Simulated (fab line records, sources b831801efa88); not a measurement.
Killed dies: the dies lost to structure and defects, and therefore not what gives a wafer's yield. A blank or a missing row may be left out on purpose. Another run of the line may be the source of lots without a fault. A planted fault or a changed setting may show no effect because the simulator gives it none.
Chamber matching | flow gf180mcu | 4 sister chambers for GF_CONTACT_CMP_27 on cmp-02
The step polishes, stops on SiO2, t overpolish 15 s, target thk 0 nm. 4 wafers are shown with their chamber, then 7 later ones without.

## WAFERS PAIRED WITH THEIR CHAMBERS
wafer  | chamber | motor current A (A)
L353.3 | 1       | 12.0
L359.2 | 0       | 11.0
L362.1 | 2       | 10.2
L362.4 | 3       | 10.7

## WAFERS WITHOUT THEIR CHAMBER
wafer  | motor current A (A)
L362.5 | 11.8
L363.3 | 11.4
L363.4 | 11.3
L363.6 | 9.9
L367.2 | 11.6
L367.5 | 9.7
L367.6 | 11.7

## CHAMBER TAKEN BY EACH
wafer  | from the rows above          | in truth
L362.5 | can't be placed: 1 or 0      | 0
L363.3 | can't be placed: 0 or 1 or 3 | 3
L363.4 | can't be placed: 0 or 3 or 1 | 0
L363.6 | can't be placed: 2 or 3      | 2
L367.2 | can't be placed: 1 or 0 or 3 | 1
L367.5 | can't be placed: 2 or 3      | 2
L367.6 | can't be placed: 1 or 0 or 3 | 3
0 of 7 placed correctly. From these rows, 7 cannot be placed; in 7 the true chamber is one of the candidates. Wrongly placed: 0.
How it was worked out, from the rows above alone: a wafer's distance from a chamber is the root of the sum, over the readings, of the square of ((its reading less the chamber's mean) divided by the reading's scatter). If the next closest chamber is less than 2 further off than the closest, the wafer can't be placed; otherwise it belongs to the closest. Each chamber's mean is taken over the wafers shown for it. The scatter: with one shown wafer a chamber, the root of the mean of the squares of how far each hidden wafer lies from its nearest shown one.
